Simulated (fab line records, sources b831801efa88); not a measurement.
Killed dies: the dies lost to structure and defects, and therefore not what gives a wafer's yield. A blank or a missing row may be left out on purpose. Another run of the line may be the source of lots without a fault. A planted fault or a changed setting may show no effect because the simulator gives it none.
fab line records | flow gf180mcu
[record] lots = 12 | wafers = 36 | last-day = 34
route steps=602 shown V3@432 M4@461 V4@478
lots that met no fault: from a run of the same line without faults
start-h: hours from the record's first day to the start of the lot's first wafer shown | wait-h: hours since the lot's step before | " same as the row above | L1.1+2: one row covering several wafers at once | - either no value or no given start | * or withheld: withheld | < > ~ a bound
route shown NAME@n: NAME is a module with steps in the file, n the number in the route of the first one | usual: mean/standard deviation taken from wafers without a fault | same: alike in all rows | chamber/n: place in a boat | sites: the reading at each site | _std_site: their standard deviation | _edge_site: inner sites' mean taken away from outer sites' mean | radius-mm: for every site, how far away it sits from the centre of the wafer | mask NAME#n: copy n | behind: the tool/chamber that last shaped the wafer | hold: cause of the lot's hold/its duration in hours/its outcome | device: which transistor (n, p or np) failed to switch | end of line: the tests these same wafers got at the end of their route | step lacking rows: just its recipe | killed: not the wafer's yield, but the dies lost to structure and defects at the first sort | map: per-die view of a wafer (x killed, . not killed, _ where there is no die)
set.NAME: the run value of the setting; set.NAME@STEP: its run value at that earlier step | model.NAME: the simulator's own value behind a step, which no gauge read
steps of the route over a sample of lots; a table a step, a row a wafer
services: when a tool's chamber went out of use (start-h, in hours from the record's first day, below 0 if earlier), for how many hours, and the reason
[[steps]]
[step GF_V3_THK_MEAS_03]
[recipe] reads = SiO2_of_V3_CVD_02
[usual] V3_CVD_02_THK = 848/11
lot.wafer | tool          | chamber | start-h | wait-h | V3_CVD_02_THK[nm]
L966.2    | film-metro-01 | -       | 485.64  | 0.0    | 853
L966.3    | "             | -       | "       | "      | 846
L966.5    | "             | -       | "       | "      | 857
L968.1    | film-metro-01 | -       | 502.89  | 0.0    | 852
L968.2    | "             | -       | "       | "      | 855
L968.3    | "             | -       | "       | "      | 837
L970.2    | film-metro-01 | -       | 525.55  | 0.0    | 847
L970.3    | "             | -       | "       | "      | 844
L970.6    | "             | -       | "       | "      | 864
L971.2    | film-metro-04 | -       | 534.00  | 0.0    | 839
L971.3    | "             | -       | "       | "      | 852
L971.5    | "             | -       | "       | "      | 849
L975.1    | film-metro-04 | -       | 568.94  | 0.0    | 827
L975.4    | "             | -       | "       | "      | 829
L975.6    | "             | -       | "       | "      | 852
L976.3    | film-metro-02 | -       | 575.49  | 0.1    | 841
L976.4    | "             | -       | "       | "      | 858
L976.5    | "             | -       | "       | "      | 855
L977.2    | film-metro-01 | -       | 581.50  | 0.0    | 850
L977.3    | "             | -       | "       | "      | 858
L977.5    | "             | -       | "       | "      | 871
L979.1    | film-metro-01 | -       | 606.59  | 0.0    | 836
L979.2    | "             | -       | "       | "      | 843
L979.5    | "             | -       | "       | "      | 854
L986.1    | film-metro-02 | -       | 651.16  | 0.1    | 846
L986.4    | "             | -       | "       | "      | 866
L986.6    | "             | -       | "       | "      | 863
L987.2    | film-metro-01 | -       | 657.94  | 0.0    | 846
L987.3    | "             | -       | "       | "      | 860
L987.6    | "             | -       | "       | "      | 869
L988.2    | film-metro-01 | -       | 663.15  | 0.0    | 838
L988.5    | "             | -       | "       | "      | 854
L988.6    | "             | -       | "       | "      | 849
L989.4    | film-metro-01 | -       | 669.81  | 0.0    | 842
L989.5    | "             | -       | "       | "      | 842
L989.6    | "             | -       | "       | "      | 845
[step GF_M4_RS_MEAS_05]
[recipe] thk-meas-gauge = four-point-probe | reads = TiN_of_M4_SPUTTER_04+Ti_of_M4_SPUTTER_03+AlCu_of_M4_SPUTTER_02+TiN_of_M4_SPUTTER_01+Ti_of_M4_SPUTTER_00
[usual] M4_ALCU_RS = 0.0696/0.0008
lot.wafer | tool          | chamber | start-h | wait-h | M4_ALCU_RS[ohm/sq]
L966.2    | film-metro-02 | -       | 511.89  | 0.0    | 0.0696
L966.3    | "             | -       | "       | "      | 0.0684
L966.5    | "             | -       | "       | "      | 0.0699
L968.1    | film-metro-02 | -       | 528.88  | 0.0    | 0.0699
L968.2    | "             | -       | "       | "      | 0.0694
L968.3    | "             | -       | "       | "      | 0.0686
L970.2    | film-metro-02 | -       | 550.02  | 0.0    | 0.0688
L970.3    | "             | -       | "       | "      | 0.0697
L970.6    | "             | -       | "       | "      | 0.0693
L971.2    | film-metro-04 | -       | 558.15  | 0.0    | 0.0688
L971.3    | "             | -       | "       | "      | 0.0700
L971.5    | "             | -       | "       | "      | 0.0691
L975.1    | film-metro-04 | -       | 593.00  | 0.0    | 0.0690
L975.4    | "             | -       | "       | "      | 0.0696
L975.6    | "             | -       | "       | "      | 0.0681
L976.3    | film-metro-04 | -       | 598.64  | 0.1    | 0.0687
L976.4    | "             | -       | "       | "      | 0.0679
L976.5    | "             | -       | "       | "      | 0.0687
L977.2    | film-metro-04 | -       | 604.36  | 0.0    | 0.0695
L977.3    | "             | -       | "       | "      | 0.0697
L977.5    | "             | -       | "       | "      | 0.0697
L979.1    | film-metro-04 | -       | 629.04  | 0.0    | 0.0696
L979.2    | "             | -       | "       | "      | 0.0701
L979.5    | "             | -       | "       | "      | 0.0695
L986.1    | film-metro-04 | -       | 672.07  | 0.0    | 0.0691
L986.4    | "             | -       | "       | "      | 0.0695
L986.6    | "             | -       | "       | "      | 0.0694
L987.2    | film-metro-02 | -       | 679.19  | 0.0    | 0.0694
L987.3    | "             | -       | "       | "      | 0.0707
L987.6    | "             | -       | "       | "      | 0.0701
L988.2    | film-metro-04 | -       | 684.30  | 0.0    | 0.0683
L988.5    | "             | -       | "       | "      | 0.0680
L988.6    | "             | -       | "       | "      | 0.0690
L989.4    | film-metro-04 | -       | 690.77  | 0.1    | 0.0708
L989.5    | "             | -       | "       | "      | 0.0704
L989.6    | "             | -       | "       | "      | 0.0714
[step GF_M4_CD_MEAS_14]
[recipe] target-cd-nm = 280
[usual] cd-nm = 280.0/1
lot.wafer | tool      | chamber | start-h | wait-h | cd-nm
L966.2    | cd-sem-02 | -       | 535.16  | 0.1    | 282.7
L966.3    | "         | -       | "       | "      | 281.1
L966.5    | "         | -       | "       | "      | 282.0
L968.1    | cd-sem-02 | -       | 551.49  | 0.1    | 280.0
L968.2    | "         | -       | "       | "      | 279.5
L968.3    | "         | -       | "       | "      | 278.1
L970.2    | cd-sem-02 | -       | 572.76  | 0.1    | 279.1
L970.3    | "         | -       | "       | "      | 278.4
L970.6    | "         | -       | "       | "      | 279.2
L971.2    | cd-sem-02 | -       | 580.01  | 0.1    | 281.8
L971.3    | "         | -       | "       | "      | 280.7
L971.5    | "         | -       | "       | "      | 281.3
L975.1    | cd-sem-01 | -       | 613.79  | 0.1    | 281.1
L975.4    | "         | -       | "       | "      | 280.7
L975.6    | "         | -       | "       | "      | 280.8
L976.3    | cd-sem-02 | -       | 618.93  | 0.1    | 280.2
L976.4    | "         | -       | "       | "      | 280.9
L976.5    | "         | -       | "       | "      | 279.3
L977.2    | cd-sem-01 | -       | 624.96  | 0.1    | 280.1
L977.3    | "         | -       | "       | "      | 279.5
L977.5    | "         | -       | "       | "      | 280.3
L979.1    | cd-sem-02 | -       | 648.54  | 0.1    | 280.1
L979.2    | "         | -       | "       | "      | 279.1
L979.5    | "         | -       | "       | "      | 280.7
L986.1    | cd-sem-01 | -       | 691.39  | 0.1    | 280.4
L986.4    | "         | -       | "       | "      | 279.9
L986.6    | "         | -       | "       | "      | 280.2
L987.2    | cd-sem-02 | -       | 697.91  | 0.1    | 281.0
L987.3    | "         | -       | "       | "      | 280.5
L987.6    | "         | -       | "       | "      | 280.2
L988.2    | cd-sem-02 | -       | 702.91  | 0.1    | 280.9
L988.5    | "         | -       | "       | "      | 279.4
L988.6    | "         | -       | "       | "      | 279.1
L989.4    | cd-sem-02 | -       | 709.00  | 0.1    | 280.9
L989.5    | "         | -       | "       | "      | 281.1
L989.6    | "         | -       | "       | "      | 280.5
[step GF_V4_CVD_02]
[recipe] material = SiO2 | target-thk-nm = 850 | precursor = TEOS | temp-c = 400 | time-s = 94.851 | rf-w = 600
[usual] heater-power-w = 724/130 | rf-fwd-power-W = 596.5/2.2
lot.wafer | tool     | chamber | start-h | wait-h | heater-power-w | rf-fwd-power-W
L966.2    | pecvd-02 | 2       | 536.07  | 0.0    | 722            | 602.7
L966.3    | "        | 2       | "       | "      | 587            | 598.4
L966.5    | "        | 1       | "       | "      | 992            | 594.1
L968.1    | pecvd-02 | 1       | 552.43  | 0.1    | 973            | 595.8
L968.2    | "        | 2       | "       | "      | 727            | 600.8
L968.3    | "        | 2       | "       | "      | 572            | 600.1
L970.2    | pecvd-01 | 0       | 573.67  | 0.0    | 496            | 600.6
L970.3    | "        | 2       | "       | "      | 659            | 596.0
L970.6    | "        | 1       | "       | "      | 608            | 596.3
L971.2    | pecvd-01 | 1       | 580.95  | 0.0    | 766            | 597.7
L971.3    | "        | 2       | "       | "      | 630            | 594.7
L971.5    | "        | 1       | "       | "      | 585            | 597.8
L975.1    | pecvd-02 | 1       | 614.83  | 0.1    | 890            | 590.2
L975.4    | "        | 1       | "       | "      | 957            | 589.1
L975.6    | "        | 2       | "       | "      | 604            | 597.4
L976.3    | pecvd-02 | 2       | 619.97  | 0.1    | 648            | 594.9
L976.4    | "        | 1       | "       | "      | 930            | 597.3
L976.5    | "        | 1       | "       | "      | 1031           | 597.3
L977.2    | pecvd-02 | 2       | 626.00  | 0.0    | 588            | 598.9
L977.3    | "        | 1       | "       | "      | 914            | 592.7
L977.5    | "        | 2       | "       | "      | 684            | 600.3
L979.1    | pecvd-02 | 2       | 649.60  | 0.1    | 714            | 598.5
L979.2    | "        | 1       | "       | "      | 1030           | 594.8
L979.5    | "        | 0       | "       | "      | 771            | 599.1
L986.1    | pecvd-01 | 1       | 692.36  | 0.1    | 599            | 595.2
L986.4    | "        | 0       | "       | "      | 473            | 597.8
L986.6    | "        | 2       | "       | "      | 703            | 595.6
L987.2    | pecvd-01 | 1       | 698.86  | 0.0    | 755            | 595.8
L987.3    | "        | 0       | "       | "      | 530            | 594.6
L987.6    | "        | 2       | "       | "      | 683            | 596.6
L988.2    | pecvd-01 | 1       | 703.82  | 0.0    | 733            | 596.8
L988.5    | "        | 1       | "       | "      | 586            | 594.3
L988.6    | "        | 0       | "       | "      | 554            | 596.7
L989.4    | pecvd-03 | 1       | 709.92  | 0.1    | 745            | 598.7
L989.5    | "        | 0       | "       | "      | 812            | 597.2
L989.6    | "        | 2       | "       | "      | 667            | 592.1
[step GF_V4_THK_MEAS_03]
[recipe] reads = SiO2_of_V4_CVD_02
[usual] V4_CVD_02_THK = 853/12
lot.wafer | tool          | chamber | start-h | wait-h | V4_CVD_02_THK[nm]
L966.2    | film-metro-01 | -       | 536.19  | 0.1    | 851
L966.3    | "             | -       | "       | "      | 860
L966.5    | "             | -       | "       | "      | 863
L968.1    | film-metro-04 | -       | 552.53  | 0.1    | 845
L968.2    | "             | -       | "       | "      | 846
L968.3    | "             | -       | "       | "      | 863
L970.2    | film-metro-04 | -       | 573.75  | 0.0    | 869
L970.3    | "             | -       | "       | "      | 854
L970.6    | "             | -       | "       | "      | 872
L971.2    | film-metro-01 | -       | 581.03  | 0.0    | 849
L971.3    | "             | -       | "       | "      | 849
L971.5    | "             | -       | "       | "      | 865
L975.1    | film-metro-01 | -       | 614.94  | 0.1    | 833
L975.4    | "             | -       | "       | "      | 853
L975.6    | "             | -       | "       | "      | 857
L976.3    | film-metro-01 | -       | 620.06  | 0.1    | 876
L976.4    | "             | -       | "       | "      | 857
L976.5    | "             | -       | "       | "      | 868
L977.2    | film-metro-04 | -       | 626.11  | 0.1    | 1557
L977.3    | "             | -       | "       | "      | 866
L977.5    | "             | -       | "       | "      | 863
L979.1    | film-metro-01 | -       | 649.66  | 0.0    | 835
L979.2    | "             | -       | "       | "      | 1530
L979.5    | "             | -       | "       | "      | 845
L986.1    | film-metro-01 | -       | 692.42  | 0.0    | 837
L986.4    | "             | -       | "       | "      | 859
L986.6    | "             | -       | "       | "      | 849
L987.2    | film-metro-01 | -       | 699.01  | 0.1    | 825
L987.3    | "             | -       | "       | "      | 829
L987.6    | "             | -       | "       | "      | 857
L988.2    | film-metro-01 | -       | 703.90  | 0.0    | 841
L988.5    | "             | -       | "       | "      | 838
L988.6    | "             | -       | "       | "      | 861
L989.4    | film-metro-01 | -       | 709.98  | 0.0    | 848
L989.5    | "             | -       | "       | "      | 852
L989.6    | "             | -       | "       | "      | 848
[step GF_V4_CMP_04]
[recipe] material = SiO2 | down-force-psi = 4 | platen-rpm = 60 | pad-velocity-m-s = 0.94248
[usual] motor-current-A = 11.6/0.98 | slurry-flow-ml-min = 150.0/0.49 | time-to-endpoint-s = 83/5.4
lot.wafer | tool   | chamber | start-h | wait-h | motor-current-A | slurry-flow-ml-min | time-to-endpoint-s
L966.3    | cmp-01 | 2       | 536.24  | 0.0    | 11.0            | 149.9              | 84
L966.2    | "      | 1       | "       | "      | 10.1            | 150.2              | 79
L966.5    | "      | 3       | "       | "      | 12.1            | 151.1              | 87
L968.2    | cmp-01 | 0       | 552.59  | 0.0    | 12.8            | 149.2              | 73
L968.1    | "      | 1       | "       | "      | 11.2            | 150.6              | 73
L968.3    | "      | 2       | "       | "      | 10.9            | 150.4              | 75
L970.3    | cmp-02 | 1       | 573.85  | 0.1    | 11.8            | 150.0              | 78
L970.2    | "      | 3       | "       | "      | 10.5            | 151.2              | 84
L970.6    | "      | 1       | "       | "      | 11.6            | 149.5              | 86
L971.2    | cmp-01 | 3       | 581.08  | 0.0    | 11.6            | 149.3              | 83
L971.3    | "      | 2       | "       | "      | 10.9            | 150.4              | 78
L971.5    | "      | 3       | "       | "      | 12.1            | 149.5              | 86
L975.1    | cmp-02 | 3       | 615.05  | 0.1    | 10.3            | 150.8              | 72
L975.4    | "      | 0       | "       | "      | 13.6            | 149.5              | 83
L975.6    | "      | 3       | "       | "      | 10.3            | 150.0              | 83
L976.3    | cmp-01 | 1       | 620.10  | 0.0    | 10.4            | 149.5              | 93
L976.4    | "      | 2       | "       | "      | 10.7            | 149.0              | 84
L976.5    | "      | 1       | "       | "      | 10.1            | 150.1              | 90
L977.3    | cmp-02 | 2       | 626.26  | 0.1    | 11.9            | 150.0              | 93
L977.2    | "      | 3       | "       | "      | 10.2            | 150.4              | 346
L977.5    | "      | 0       | "       | "      | 13.7            | 149.3              | 92
L979.1    | cmp-01 | 2       | 649.72  | 0.1    | 11.8            | 150.3              | 76
L979.2    | "      | 3       | "       | "      | 12.3            | 149.6              | 339
L979.5    | "      | 3       | "       | "      | 11.8            | 150.2              | 84
L986.1    | cmp-01 | 2       | 692.48  | 0.1    | 11.4            | 149.9              | 75
L986.4    | "      | 3       | "       | "      | 12.2            | 149.7              | 90
L986.6    | "      | 2       | "       | "      | 11.8            | 149.6              | 80
L987.2    | cmp-01 | 0       | 699.06  | 0.0    | 12.4            | 149.7              | 73
L987.3    | "      | 1       | "       | "      | 10.4            | 149.8              | 76
L987.6    | "      | 1       | "       | "      | 10.5            | 150.3              | 87
L988.2    | cmp-02 | 1       | 704.00  | 0.1    | 11.2            | 149.5              | 81
L988.6    | "      | 0       | "       | "      | 13.5            | 150.0              | 93
L988.5    | "      | 1       | "       | "      | 10.9            | 150.4              | 80
L989.4    | cmp-02 | 3       | 710.11  | 0.1    | 10.1            | 150.2              | 82
L989.5    | "      | 1       | "       | "      | 11.6            | 149.9              | 82
L989.6    | "      | 2       | "       | "      | 11.4            | 149.8              | 84
[[services]]
tool     | chamber | start-h | hours | kind
cmp-01   | -       | 529.40  | 1.8   | repair
pecvd-02 | 2       | 540.08  | 2.6   | repair
cmp-02   | -       | 544.01  | 0.6   | repair
pecvd-02 | -       | 548.99  | 1.6   | repair
pecvd-03 | -       | 559.42  | 1.7   | repair
pecvd-02 | -       | 567.57  | 1.7   | repair
cmp-01   | -       | 572.00  | 4.0   | pm
cmp-01   | -       | 576.00  | -     | consumable-replace:conditioner
cmp-01   | -       | 576.00  | -     | consumable-replace:pad
cmp-02   | -       | 577.39  | 2.5   | repair
cmp-01   | -       | 583.83  | 3.3   | pm
cmp-01   | -       | 588.78  | 2.2   | repair
pecvd-01 | -       | 591.12  | 14.0  | pm
pecvd-01 | 0       | 591.12  | 14.0  | vent-cycle
pecvd-01 | 1       | 591.12  | 14.0  | vent-cycle
pecvd-01 | 2       | 591.12  | 14.0  | vent-cycle
pecvd-01 | 0       | 605.12  | -     | clean
pecvd-01 | 1       | 605.12  | -     | clean
cmp-02   | -       | 608.44  | 3.8   | repair
pecvd-03 | -       | 609.42  | 1.0   | repair
pecvd-01 | -       | 618.38  | 0.8   | pm
pecvd-01 | -       | 640.24  | 6.0   | pm
pecvd-03 | 2       | 647.85  | 10.3  | repair
pecvd-03 | -       | 649.98  | 1.2   | repair
[[key]]
[first-sign] step = GF_V4_THK_MEAS_03 | reading = V4_CVD_02_THK | direction = up | sigmas = 59 | usual = 853 | struck = 1544
[effect] step = GF_V4_CMP_04 | reading = time-to-endpoint-s | direction = up | sigmas = 48 | usual = * | struck = *
met-at GF_V4_CVD_02
struck-lots L977,L979
struck-wafers L977.2,L979.2
not-acting-at GF_V3_THK_MEAS_03,GF_M4_RS_MEAS_05,GF_M4_CD_MEAS_14
onset-between 619.97 626.00
[fault] kind = process-parameter-drift | tool = pecvd-02 | chamber = - | onset-h = 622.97 | steps = GF_V4_CVD_02 | channel = target-thk-nm | offset = 706.99 | shape = step | end-h = 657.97 | scope = struck-wafers-only | acts-in = these-recipes-only | stated = 850
